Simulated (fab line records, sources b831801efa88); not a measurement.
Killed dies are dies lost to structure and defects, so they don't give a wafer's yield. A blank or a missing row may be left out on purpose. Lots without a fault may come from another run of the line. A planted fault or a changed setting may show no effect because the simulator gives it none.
Which tool did it? | flow sky130 | 9 lots, 27 wafers sampled, at 6 steps of a route of 708

WHAT THE GAUGES READ, wafer by wafer
SKY_VIA2_CD_MEAS_12: target cd 200 nm. Usual: cd_nm 200.0 nm, standard deviation 1.2.
lot  | measured     | on        | cd_nm (nm)        | flag
L127 | day 36 18:56 | cd_sem-01 | 198.8 200.8 201.1 |
L130 | day 37 06:26 | cd_sem-01 | 199.0 201.3 200.0 |
L132 | day 38 04:32 | cd_sem-02 | 199.5 197.6 199.0 |
L134 | day 38 15:55 | cd_sem-02 | 198.4 198.6 198.5 |
L136 | day 39 19:35 | cd_sem-01 | 199.3 200.0 199.4 |
L140 | day 40 22:52 | cd_sem-01 | 201.5 201.5 199.0 |
L142 | day 41 08:32 | cd_sem-01 | 199.6 200.0 201.1 |
L143 | day 41 11:32 | cd_sem-01 | 199.6 201.5 201.5 |
L149 | day 43 00:01 | cd_sem-01 | 199.6 199.0 200.1 |

SKY_CAPM_RS_MEAS_03: measures by four-point-probe. Usual: CAPM_TIN_RS 6.91 ohm/sq, standard deviation 0.071.
lot  | measured     | on            | CAPM_TIN_RS (ohm/sq) | flag
L127 | day 36 20:49 | film_metro-01 | 7.00 6.86 6.93       |
L130 | day 37 08:20 | film_metro-04 | 6.85 6.82 6.87       |
L132 | day 38 06:25 | film_metro-03 | 7.00 6.90 6.86       |
L134 | day 38 17:47 | film_metro-01 | 6.97 6.93 6.93       |
L136 | day 39 21:28 | film_metro-04 | 6.92 6.93 6.93       |
L140 | day 41 00:46 | film_metro-03 | 7.04 6.98 6.94       |
L142 | day 41 10:26 | film_metro-01 | 7.08 7.08 6.98       |
L143 | day 41 13:32 | film_metro-03 | 6.96 6.91 7.94       | OFF
L149 | day 43 02:04 | film_metro-04 | 6.93 6.77 6.76       |

SKY_CAPM_THK_MEAS_04: measures by xrf. Usual: CAPM_TIN_THK 197.0 nm, standard deviation 2.
lot  | measured     | on            | CAPM_TIN_THK (nm) | flag
L127 | day 36 20:55 | film_metro-01 | 194.5 198.2 196.6 |
L130 | day 37 08:27 | film_metro-04 | 197.9 199.1 197.8 |
L132 | day 38 06:31 | film_metro-03 | 193.5 196.7 197.5 |
L134 | day 38 17:54 | film_metro-01 | 195.2 196.5 197.0 |
L136 | day 39 21:35 | film_metro-04 | 196.5 195.1 196.4 |
L140 | day 41 00:52 | film_metro-03 | 193.8 194.9 196.8 |
L142 | day 41 10:34 | film_metro-01 | 193.1 192.7 197.0 |
L143 | day 41 13:38 | film_metro-03 | 195.3 196.5 171.9 | OFF
L149 | day 43 02:11 | film_metro-04 | 196.6 200.5 200.3 |

WHICH TOOL RAN EACH LOT (tool, then ch and the chambers of the sampled wafers, then the start)
lot  | SKY_VIA2_ETCH_15                   | SKY_VIA2_CMP_24               | SKY_CAPM_SPUTTER_02
L127 | rie_diel-02 ch 1,2, day 36 19:07   | cmp-01 ch 0,3, day 36 20:11   | pvd_sputter-04, day 36 20:41
L130 | rie_diel-03 ch 0,1, day 37 06:37   | cmp-02 ch 1,2, day 37 07:40   | pvd_sputter-01, day 37 08:13
L132 | rie_diel-02 ch 0,2, day 38 04:43   | cmp-01 ch 0,3, day 38 05:44   | pvd_sputter-01, day 38 06:17
L134 | rie_diel-02 ch 0,3, day 38 16:06   | cmp-02 ch 1,2,3, day 38 17:08 | pvd_sputter-02, day 38 17:40
L136 | rie_diel-02 ch 2,3, day 39 19:46   | cmp-01 ch 0,1,2, day 39 20:52 | pvd_sputter-02, day 39 21:20
L140 | rie_diel-01 ch 2,3, day 40 23:03   | cmp-02 ch 0,1,3, day 41 00:11 | pvd_sputter-04, day 41 00:37
L142 | rie_diel-02 ch 2,3, day 41 08:43   | cmp-02 ch 0,1,2, day 41 09:53 | pvd_sputter-04, day 41 10:20
L143 | rie_diel-03 ch 0,2,3, day 41 11:43 | cmp-02 ch 0,1,3, day 41 12:52 | pvd_sputter-02, day 41 13:24
L149 | rie_diel-01 ch 1,2,3, day 43 00:12 | cmp-01 ch 0,1,3, day 43 01:27 | pvd_sputter-01, day 43 01:56
- SKY_VIA2_ETCH_15: etches SiO2 in C4F8/O2/Ar, stops on TiN, target depth 546 nm, time 84 s.
- SKY_VIA2_CMP_24: polishes, stops on SiO2, t overpolish 20 s, target thk 0 nm.
- SKY_CAPM_SPUTTER_02: material TiN, target thk 200 nm, time 166.7 s.

WHAT THE TOOLS THEMSELVES READ (means of the sampled wafers that have a number; where no wafer has one, the mark that the record gives instead)
SKY_VIA2_ETCH_15. Usual: bias_w 1200 W, standard deviation 3.4; oes_product_au 0.940 a.u., standard deviation 0.0052; rf_fwd_power_W 1489 W, standard deviation 5.6.
lot  | tool        | bias_w (W) | oes_product_au (a.u.) | rf_fwd_power_W (W) | flag
L127 | rie_diel-02 | 1199       | 0.942                 | 1486               |
L130 | rie_diel-03 | 1202       | 0.940                 | 1494               |
L132 | rie_diel-02 | 1199       | 0.934                 | 1485               |
L134 | rie_diel-02 | 1196       | 0.938                 | 1491               |
L136 | rie_diel-02 | 1200       | 0.939                 | 1481               |
L140 | rie_diel-01 | 1196       | 0.934                 | 1493               |
L142 | rie_diel-02 | 1199       | 0.936                 | 1490               |
L143 | rie_diel-03 | 1200       | 0.942                 | 1486               |
L149 | rie_diel-01 | 1202       | 0.937                 | 1490               |

SKY_VIA2_CMP_24. Usual: motor_current_A 10.8 A, standard deviation 1.1; overpolish_run_s 20.000 s, standard deviation 0.0087; time_to_endpoint_s 101 s, standard deviation 4.3.
lot  | tool   | motor_current_A (A) | overpolish_run_s (s) | time_to_endpoint_s (s) | flag
L127 | cmp-01 | 12.5                | 20.000               | 106                    |
L130 | cmp-02 | 11.0                | 19.999               | 95                     |
L132 | cmp-01 | 12.1                | 19.995               | 101                    |
L134 | cmp-02 | 10.2                | 19.999               | 98                     |
L136 | cmp-01 | 10.5                | 20.000               | 99                     |
L140 | cmp-02 | 10.0                | 20.005               | 100                    |
L142 | cmp-02 | 10.7                | 19.999               | 104                    |
L143 | cmp-02 | 10.2                | 19.996               | 102                    |
L149 | cmp-01 | 11.3                | 19.992               | 101                    |

SKY_CAPM_SPUTTER_02. Usual: substrate_temp_c 300.00 C, standard deviation 0.19; susceptor_temp_C 299.98 C, standard deviation 0.18; throttle_valve_pct 29.5 %, standard deviation 0.98.
lot  | tool           | substrate_temp_c (C) | susceptor_temp_C (C) | throttle_valve_pct (%) | flag
L127 | pvd_sputter-04 | 299.97               | 299.93               | 30.2                   |
L130 | pvd_sputter-01 | 300.12               | 300.08               | 30.4                   |
L132 | pvd_sputter-01 | 300.04               | 299.83               | 30.3                   |
L134 | pvd_sputter-02 | 300.10               | 299.76               | 28.6                   |
L136 | pvd_sputter-02 | 300.13               | 300.04               | 28.5                   |
L140 | pvd_sputter-04 | 300.08               | 299.77               | 30.9                   |
L142 | pvd_sputter-04 | 300.27               | 299.78               | 30.5                   |
L143 | pvd_sputter-02 | 300.01               | 299.96               | 28.6                   |
L149 | pvd_sputter-01 | 300.00               | 299.91               | 30.2                   |

THE ANSWER, worked out from the rows above alone
Rule: a lot is off if the mean of its wafers that have a number lies more than 3 standard deviations from the usual mean. A lot without any number at a reading at which 4 lots or more have one is off too. The other lots that the step has rows for count as sound. The gauges are gone through in route order, then the tools' own readings, and for those a lot's mean is taken as printed above. The first step at which some lot is off is used, and at that step the reading that is off furthest; a lot without a number counts as furthest.
Off: L143, at SKY_CAPM_RS_MEAS_03 (CAPM_TIN_RS).
A tool fits if, at a process step before that reading, it ran every lot that is off, and no sound lot after the first of them. The gauges at SKY_CAPM_RS_MEAS_03 are tried like those tools. Can't be told from this: 4 tools fit, rie_diel-03 at SKY_VIA2_ETCH_15, cmp-02 at SKY_VIA2_CMP_24, pvd_sputter-02 at SKY_CAPM_SPUTTER_02, film_metro-03 at SKY_CAPM_RS_MEAS_03.

WHAT THE SIMULATOR HAD PUT IN
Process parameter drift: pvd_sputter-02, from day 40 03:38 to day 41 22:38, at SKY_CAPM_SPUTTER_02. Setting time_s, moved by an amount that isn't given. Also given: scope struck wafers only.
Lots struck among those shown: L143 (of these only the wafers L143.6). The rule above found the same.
